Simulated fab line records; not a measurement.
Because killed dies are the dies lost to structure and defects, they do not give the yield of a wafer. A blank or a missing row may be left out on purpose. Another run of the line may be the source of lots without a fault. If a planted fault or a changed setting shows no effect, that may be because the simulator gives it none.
Which tool was responsible? | flow sky130 | 12 lots with 36 wafers sampled at 3 steps, on a route of 708 steps

## WHAT EACH GAUGE READ, for each wafer
SKY_METAL4_CD_MEAS_13: the cd target is 300 nm. Usual: cdNm at 300.4 nm, with a standard deviation of 1.3.
lot  | measured     | on       | cdNm (nm)         | flag
L816 | day 42 16:23 | cdSem-02 | 302.9 302.6 301.8 | 
L819 | day 43 05:52 | cdSem-01 | 301.1 299.9 302.0 | 
L821 | day 44 02:31 | cdSem-02 | 298.7 298.5 298.9 | 
L822 | day 44 04:59 | cdSem-01 | 302.5 300.9 303.2 | 
L823 | day 44 06:58 | cdSem-01 | 301.5 300.3 300.2 | 
L828 | day 45 13:29 | cdSem-01 | 301.0 300.6 301.4 | 
L829 | day 45 22:28 | cdSem-01 | 300.3 300.2 301.2 | 
L832 | day 46 16:57 | cdSem-01 | 302.1 302.0 301.4 | 
L834 | day 47 01:27 | cdSem-02 | 300.7 300.6 299.9 | 
L835 | day 47 07:25 | cdSem-02 | 299.1 300.1 299.1 | 
L836 | day 47 10:04 | cdSem-02 | 299.2 300.1 299.4 | 
L837 | day 47 18:47 | cdSem-01 | 300.8 298.8 299.5 | 

SKY_VIA4_THK_MEAS_20: measures by xrf. Usual: VIA4_W_THK gives 503 nm (standard deviation 9.5).
lot  | measured     | on           | VIA4_W_THK (nm) | flag
L816 | day 43 17:46 | filmMetro-01 | 502 490 492     | 
L819 | day 44 07:19 | filmMetro-02 | 516 501 518     | 
L821 | day 45 03:05 | filmMetro-04 | 497 501 522     | 
L822 | day 45 04:56 | filmMetro-01 | 511 506 495     | 
L823 | day 45 07:25 | filmMetro-04 | 511 504 510     | 
L828 | day 46 12:21 | filmMetro-02 | 498 518 513     | 
L829 | day 46 21:56 | filmMetro-02 | 515 497 497     | 
L832 | day 47 15:59 | filmMetro-04 | 511 506 491     | 
L834 | day 48 00:05 | filmMetro-01 | 495 507 499     | 
L835 | day 48 05:01 | filmMetro-02 | 494 514 494     | 
L836 | day 48 08:34 | filmMetro-04 | 496 499 499     | 
L837 | day 48 17:08 | filmMetro-04 | 490 501 494     | 

## TOOL THAT RAN EACH LOT (tool first, then ch and the chambers of the sampled wafers, then the start)
lot  | SKY_METAL4_STRIP_19
L816 | plasmaAsher-02 ch 0,1, day 42 16:52
L819 | plasmaAsher-02 ch 0,1, day 43 06:19
L821 | plasmaAsher-04 ch 0,1, day 44 02:59
L822 | plasmaAsher-02 ch 0, day 44 05:27
L823 | plasmaAsher-04 ch 0,1, day 44 07:32
L828 | plasmaAsher-03 ch 0,1, day 45 13:57
L829 | plasmaAsher-04 ch 0,1, day 45 22:56
L832 | plasmaAsher-03 ch 0,1, day 46 17:24
L834 | plasmaAsher-03 ch 0,1, day 47 01:56
L835 | plasmaAsher-04 ch 0,1, day 47 07:54
L836 | plasmaAsher-04 ch 0,1, day 47 10:32
L837 | plasmaAsher-04 ch 0, day 47 19:15
- SKY_METAL4_STRIP_19: strips in O2/N2.

## WHAT THE TOOLS THEMSELVES READ (means of the sampled wafers that have a number; where no wafer has one, the mark that the record gives instead)
SKY_METAL4_STRIP_19. Usual: drypumpMotorCurrentA 5.9 A, standard deviation 0.64; n2FlowSccm 300.1 sccm, standard deviation 0.93; oesProductAu 0.503 a.u., standard deviation 0.0059; stripTimeToEndpointS 6.55 s, standard deviation 0.076.
lot  | tool           | drypumpMotorCurrentA (A) | n2FlowSccm (sccm) | oesProductAu (a.u.) | stripTimeToEndpointS (s) | flag
L816 | plasmaAsher-02 | 6.3                      | 300.9             | 0.501               | 6.51                     | 
L819 | plasmaAsher-02 | 6.2                      | 299.0             | 0.498               | 6.56                     | 
L821 | plasmaAsher-04 | 5.6                      | 301.0             | 0.507               | 6.62                     | 
L822 | plasmaAsher-02 | 5.8                      | 299.2             | 0.503               | 6.46                     | 
L823 | plasmaAsher-04 | 5.6                      | 300.5             | 0.504               | 6.60                     | 
L828 | plasmaAsher-03 | 5.9                      | 300.6             | 0.505               | 6.65                     | 
L829 | plasmaAsher-04 | 5.6                      | 300.3             | 0.505               | 6.64                     | 
L832 | plasmaAsher-03 | 5.6                      | 299.7             | 0.501               | 6.61                     | 
L834 | plasmaAsher-03 | 5.9                      | 299.6             | 0.499               | 6.45                     | 
L835 | plasmaAsher-04 | 5.7                      | 299.5             | 0.504               | 6.55                     | 
L836 | plasmaAsher-04 | 6.2                      | 300.2             | 0.495               | 6.50                     | 
L837 | plasmaAsher-04 | 5.1                      | 299.8             | 0.504               | 6.55                     | 

## THE ANSWER, worked out from the rows above alone
Rule: a lot is off if the mean of its wafers that have a number lies more than 3 standard deviations from the usual mean. A lot without any number at a reading at which 4 lots or more have one is off too. Any other lot the step has rows for is counted as sound. After the gauges, taken in route order, come the tools' own readings; for these a lot's mean is taken, as printed above. The first step at which some lot is off is used, and at that step the reading that is off furthest; a lot without a number counts as furthest.
Across all readings shown, no lot is off: no conclusion can be drawn from this.

## WHAT WAS PUT IN BY THE SIMULATOR
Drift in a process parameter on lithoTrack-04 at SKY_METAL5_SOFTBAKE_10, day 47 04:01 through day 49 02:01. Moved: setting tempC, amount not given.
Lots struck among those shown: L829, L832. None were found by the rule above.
